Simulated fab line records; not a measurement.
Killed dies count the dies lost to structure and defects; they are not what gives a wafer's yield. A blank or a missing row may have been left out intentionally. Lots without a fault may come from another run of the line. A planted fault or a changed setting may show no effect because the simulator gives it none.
Matching of chambers -- flow gf180mcu -- GF_STI_CMP_25 on cmp-01: 4 sister chambers
The step polishes, stops on Si3N4, t overpolish 33 s, target thk 524.6 nm. 18 wafers are shown with their chamber, then 9 later ones without.

## WAFERS WITH THEIR CHAMBER
wafer,chamber,motor current A (A),slurry flow ml min,time to endpoint s (s)
L271.2,3,11.1,150.8,122
L271.5,3,11.4,150.0,126
L271.6,2,11.7,149.7,120
L272.1,2,12.0,150.3,119
L272.2,1,13.8,151.1,125
L272.4,0,12.4,149.6,123
L274.2,3,11.2,150.1,127
L274.4,2,12.7,149.9,120
L274.5,3,11.2,150.1,128
L276.2,1,14.2,149.7,121
L276.5,2,12.6,150.4,122
L276.6,1,14.0,150.4,122
L282.1,0,12.1,149.5,125
L282.2,2,12.2,149.6,129
L282.5,3,11.8,150.5,131
L290.1,3,11.0,150.0,124
L290.2,0,12.0,150.1,121
L290.3,1,13.8,151.0,126

SIGNATURES, as means of the wafers listed above
reading,chamber 0,chamber 1,chamber 2,chamber 3,scatter within a chamber
motor current A,12.167,13.950,12.240,11.283,0.304
slurry flow ml min,149.733,150.550,149.980,150.250,0.423
time to endpoint s,123.00,123.50,122.00,126.33,3.17
Rule: distance of a wafer from a chamber = root of the sum over the readings of ((wafer's reading minus chamber's mean) / reading's scatter) squared. The wafer belongs to the nearest chamber; if the next one is less than 2 further off, it can't be placed. The scatter is the square root of a quotient: the sum, over the shown wafers, of each reading's squared deviation from its chamber's mean, divided by wafers minus chambers.

## WAFERS WHOSE CHAMBER IS MISSING
wafer,motor current A (A),slurry flow ml min,time to endpoint s (s)
L291.1,12.8,150.6,126
L291.2,10.6,150.1,129
L291.3,13.8,150.1,126
L293.3,11.5,150.3,126
L293.5,14.6,150.0,124
L293.6,12.3,149.7,122
L294.2,12.2,150.0,124
L294.3,11.4,149.3,120
L294.5,12.6,149.9,119

## WHICH CHAMBER EACH ONE RAN IN
wafer,from the rows above,in truth
L291.1,can't be placed: 2 or 0 or 1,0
L291.2,3,3
L291.3,1,1
L293.3,3,3
L293.5,1,1
L293.6,can't be placed: 0 or 2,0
L294.2,can't be placed: 2 or 0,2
L294.3,can't be placed: 0 or 3 or 2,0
L294.5,can't be placed: 2 or 0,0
Correctly placed: 4 of 9. Not placeable from these rows: 5 (in 5, the candidates include the true chamber). Number placed wrongly: 0.
